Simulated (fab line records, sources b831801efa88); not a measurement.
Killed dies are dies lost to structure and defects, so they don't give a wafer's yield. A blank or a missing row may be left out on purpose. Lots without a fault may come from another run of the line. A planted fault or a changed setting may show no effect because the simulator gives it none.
fab line records | flow sky130
record lots=6 wafers=18 last_day=50
route steps=708 shown VT_ADJUST_NCORE@125 VT_ADJUST_HVTR@131
lots that met no fault: from a run of the same line without faults
start_h: hours from the record's first day to the start of the lot's first wafer shown | wait_h: hours since the lot's step before | " the same as in the row above | L1.1+2: a row that stands for several wafers | - no value, or no start given | * or withheld: withheld | < > ~ a bound
route shown NAME@n: a module of which the file shows steps, and the number in the route of the first | usual: mean/standard deviation of fault-free wafers | same: alike in all rows | chamber/n: place in a boat | sites: the reading at each site | _std_site: their standard deviation | _edge_site: outer sites' mean less inner sites' | radius_mm: how far each site lies from the wafer's centre | mask NAME#n: copy n | behind: the tool/chamber that last shaped the wafer | hold: why the lot was held/for how many hours/how that ended | device: the transistor (n, p or np) that didn't switch | end of line: the same wafers' tests at the end of the route | a step without rows: its recipe alone | killed: dies lost to structure and defects at the first sort, not the wafer's yield | map: a wafer's dies, x killed, . not, _ none there
set.NAME: the setting as run; set.NAME@STEP: as run at that earlier step | model.NAME: the simulator's own value behind a step, which no gauge read
lots at some steps of the route; a table a step, a row a wafer
services: from which hour (start_h, from the record's first day; less than 0 if before it) a tool's chamber was out of use, for how many hours, and why
## steps
# step SKY_VT_ADJUST_NCORE_DEVELOP_06
# recipe resist=NOVOLAK developer=TMAH develop_time_s=60 dev_temp_c=23
# step SKY_VT_ADJUST_NCORE_CD_MEAS_07
# recipe target_cd_nm=380
# usual cd_nm=379.8/2.3
# columns lot.wafer tool chamber start_h wait_h cd_nm
L960.2 cd_sem-02 - 204.90 0.1 377.7
L960.3 " - " " 377.1
L960.6 " - " " 376.7
L964.1 cd_sem-01 - 239.00 0.1 378.3
L964.3 " - " " 377.8
L964.6 " - " " 381.2
L966.2 cd_sem-01 - 261.27 0.1 377.6
L966.3 " - " " 378.0
L966.5 " - " " 377.7
L967.4 cd_sem-01 - 268.59 0.1 381.2
L967.5 " - " " 383.2
L967.6 " - " " 380.1
L970.1 cd_sem-01 - 276.08 0.1 380.6
L970.2 " - " " 380.8
L970.3 " - " " 381.5
L978.3 cd_sem-01 - 340.49 0.1 378.2
L978.4 " - " " 376.7
L978.6 " - " " 377.2
# step SKY_VT_ADJUST_NCORE_OVL_MEAS_08
# usual VT_ADJUST_NCORE_OVL=-1.8/1.4
# columns lot.wafer tool chamber start_h wait_h VT_ADJUST_NCORE_OVL[nm]
L960.2 overlay-02 - 205.01 0.1 -2.6
L960.3 " - " " -3.9
L960.6 " - " " -2.9
L964.1 overlay-01 - 239.12 0.1 -1.4
L964.3 " - " " -2.4
L964.6 " - " " -1.2
L966.2 overlay-01 - 261.38 0.1 -2.3
L966.3 " - " " -3.6
L966.5 " - " " -4.0
L967.4 overlay-02 - 268.67 0.1 -0.1
L967.5 " - " " 0.6
L967.6 " - " " 1.1
L970.1 overlay-01 - 276.20 0.1 -1.8
L970.2 " - " " -3.6
L970.3 " - " " -3.9
L978.3 overlay-02 - 340.58 0.1 -4.0
L978.4 " - " " -1.2
L978.6 " - " " -2.7
# step SKY_VT_ADJUST_NCORE_IMPLANT_09
# recipe species=B energy_kev=10 dose_cm2=2.4e+12 tilt_deg=withheld
# step SKY_VT_ADJUST_NCORE_STRIP_10
# recipe chemistry=O2/N2 power_w=1400 pressure_mtorr=1500 platen_temp_c=withheld o2_flow_sccm=3000 n2_flow_sccm=300 overash_fraction=0.5
# usual drypump_motor_current_A=6.1/0.32 oes_product_au=0.716/0.0046 strip_time_to_endpoint_s=14.20/0.046
# columns lot.wafer tool chamber start_h wait_h drypump_motor_current_A oes_product_au rf_hours_counter_h strip_time_to_endpoint_s
L960.2 plasma_asher-03 1 205.34 0.2 5.8 0.718 53 14.17
L960.3 " 0 " " 6.0 0.710 - 14.15
L960.6 " 0 " " 6.0 0.720 - 14.20
L964.1 plasma_asher-01 1 239.30 0.1 5.7 0.712 53 14.19
L964.3 " 1 " " 5.7 0.712 - 14.23
L964.6 " 0 " " 6.5 0.711 - 14.20
L966.2 plasma_asher-01 0 261.56 0.1 6.4 0.706 55 14.15
L966.3 " 0 " " 6.4 0.716 - 14.15
L966.5 " 1 " " 5.7 0.718 - 14.14
L967.4 plasma_asher-03 1 268.87 0.1 5.7 0.710 - 14.12
L967.5 " 0 " " 6.1 0.715 - 14.15
L967.6 " 1 " " 5.7 0.721 - 14.15
L970.1 plasma_asher-03 0 276.39 0.1 6.0 0.717 60 14.30
L970.2 " 1 " " 5.7 0.719 60 14.25
L970.3 " 0 " " 6.0 0.711 - 14.28
L978.3 plasma_asher-01 1 340.79 0.1 5.7 0.708 - 14.27
L978.4 " 0 " " 6.5 0.718 - 14.21
L978.6 " 1 " " 5.7 0.717 - 14.21
# step SKY_VT_ADJUST_NCORE_TW_MEAS_11
# usual VT_ADJUST_NCORE_TW=219.5/1.1
# columns lot.wafer tool chamber start_h wait_h VT_ADJUST_NCORE_TW
L960.2 film_metro-01 - 205.45 0.1 217.9
L960.3 " - " " 219.2
L960.6 " - " " 220.2
L964.1 film_metro-03 - 239.40 0.1 219.0
L964.3 " - " " 216.7
L964.6 " - " " 218.1
L966.2 film_metro-02 - 261.67 0.1 220.1
L966.3 " - " " 220.2
L966.5 " - " " 220.1
L967.4 film_metro-02 - 268.97 0.1 219.0
L967.5 " - " " 218.8
L967.6 " - " " 219.1
L970.1 film_metro-03 - 276.49 0.1 217.4
L970.2 " - " " 217.4
L970.3 " - " " 218.1
L978.3 film_metro-03 - 340.87 0.1 218.9
L978.4 " - " " 219.6
L978.6 " - " " 217.4
# step SKY_VT_ADJUST_HVTR_DEHYDRATE_00
# recipe temp_c=200 time_s=60
# step SKY_VT_ADJUST_HVTR_HMDS_01
# recipe prime_time_s=60 prime_temp_c=120
# step SKY_VT_ADJUST_HVTR_COAT_02
# recipe resist=NOVOLAK spin_rpm=3000 resist_thk_nm=1140
# step SKY_VT_ADJUST_HVTR_SOFTBAKE_03
# recipe temp_c=90 time_s=60 resist=NOVOLAK
# step SKY_VT_ADJUST_HVTR_EXPOSE_04
# recipe mask_id=HVTRM target_cd_nm=380 na=0.6 source_shape=conventional sigma_outer=0.6 dose_mj=150
# step SKY_VT_ADJUST_HVTR_PEB_05
# recipe temp_c=withheld time_s=* resist=NOVOLAK
# step SKY_VT_ADJUST_HVTR_DEVELOP_06
# recipe develop_time_s=60 dev_temp_c=23
# usual chill_plate_temp_C=22.98/0.094 develop_time_s=60/0
# columns lot.wafer tool chamber start_h wait_h chill_plate_temp_C develop_time_s
L960.2 litho_track-02 0 228.10 0.1 22.92 60
L960.3 " 0 " " 23.02 60
L960.6 " 0 " " 22.91 60
L964.1 litho_track-02 0 263.43 0.1 22.92 60
L964.3 " 0 " " 23.00 60
L964.6 " 0 " " 23.01 60
L966.2 litho_track-02 - 286.25 0.1 - -
L966.3 " - " " - -
L966.5 " - " " - -
L967.4 litho_track-01 - 294.17 0.1 - -
L967.5 " - " " - -
L967.6 " - " " - -
L970.1 litho_track-01 0 302.00 0.1 23.10 60
L970.2 " 0 " " 22.85 60
L970.3 " 0 " " 23.11 60
L978.3 litho_track-03 0 368.22 0.1 23.01 60
L978.4 " 0 " " 22.98 60
L978.6 " 0 " " 22.99 60
# step SKY_VT_ADJUST_HVTR_CD_MEAS_07
# recipe target_cd_nm=380
# usual cd_nm=380.5/2.6
# columns lot.wafer tool chamber start_h wait_h cd_nm
L960.2 cd_sem-01 - 228.25 0.1 380.1
L960.3 " - " " 381.1
L960.6 " - " " 381.8
L964.1 cd_sem-02 - 263.58 0.1 379.3
L964.3 " - " " 380.0
L964.6 " - " " 382.3
L966.2 cd_sem-02 - 286.40 0.1 -
L966.3 " - " " -
L966.5 " - " " -
L967.4 cd_sem-01 - 294.31 0.1 -
L967.5 " - " " -
L967.6 " - " " -
L970.1 cd_sem-01 - 302.15 0.1 380.3
L970.2 " - " " 378.8
L970.3 " - " " 377.8
L978.3 cd_sem-01 - 368.36 0.1 383.5
L978.4 " - " " 380.9
L978.6 " - " " 382.7
## services
# columns tool chamber start_h hours kind
plasma_asher-01 - 267.08 24.0 pm
plasma_asher-01 - 307.36 0.4 repair
## key
first_sign step=SKY_VT_ADJUST_HVTR_DEVELOP_06 reading=tool_record direction=missing
effect none on later readings
met_at SKY_VT_ADJUST_HVTR_DEVELOP_06
struck_wafers L966.2,L966.3,L966.5,L967.4,L967.5,L967.6
sort_left_out L966.2,L966.3,L966.5,L967.4,L967.5,L967.6
tester_left_out L966,L967
onset_between 263.43 286.25
fault kind=skipped_step_whole tool=litho_track-01,litho_track-02 chamber=- onset_h=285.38 steps=SKY_VT_ADJUST_HVTR_DEVELOP_06 scope=struck_lots_only
# tester_left_out: of these lots the tester's yield and bins aren't shown, on N5 and GAA mostly nor the transistor test; their killed dies are dies lost to structure and defects alone, not to doping, threshold or leakage, so they don't give the yield
# sort_left_out: the simulated sort isn't trusted on such a fault, so these wafers' sort isn't shown, and their yield isn't known
